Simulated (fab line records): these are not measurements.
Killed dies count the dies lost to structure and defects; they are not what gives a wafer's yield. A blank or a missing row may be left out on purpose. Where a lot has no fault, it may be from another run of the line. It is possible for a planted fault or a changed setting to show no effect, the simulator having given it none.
Matching of chambers | flow gf180mcu | GF_V1_CMP_26 on cmp-02 has 4 sister chambers
The step polishes, stops on SiO2, t overpolish 15 s, target thk 0 nm. 4 wafers are shown with their chamber, then 9 later ones without.

## WAFERS WITH THEIR CHAMBER
wafer  | chamber | timeToEndpointS (s)
L230.2 | 3       | 92
L230.3 | 2       | 85
L232.5 | 0       | 80
L232.6 | 1       | 81

## WAFERS MISSING THEIR CHAMBER
wafer  | timeToEndpointS (s)
L234.3 | 86
L234.5 | 82
L234.6 | 82
L235.1 | 80
L235.2 | 85
L235.3 | 89
L236.1 | 92
L236.2 | 85
L236.3 | 87

## THE CHAMBER EACH PASSED THROUGH
wafer  | from the rows above          | in truth
L234.3 | 2                            | 2
L234.5 | can't be placed: 1 or 0 or 2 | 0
L234.6 | can't be placed: 1 or 0 or 2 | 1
L235.1 | can't be placed: 0 or 1      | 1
L235.2 | 2                            | 2
L235.3 | can't be placed: 3 or 2      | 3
L236.1 | 3                            | 3
L236.2 | 2                            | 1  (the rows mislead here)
L236.3 | 2                            | 2
Placed correctly: 4 of 9. Cannot be placed on the basis of these rows: 4; the candidates contain the true chamber in 4. Number placed wrongly: 1.
How it was worked out, from the rows above alone: a wafer's distance from a chamber is the root of the sum, over the readings, of the square of ((its reading less the chamber's mean) divided by the reading's scatter). The wafer belongs to the nearest chamber; if the next one is less than 2 further off, it can't be placed. For every chamber, the mean is computed from those of its wafers that are shown. The scatter (one wafer shown for each chamber): square how far every hidden wafer sits from the nearest shown wafer, average those squares and take the square root.
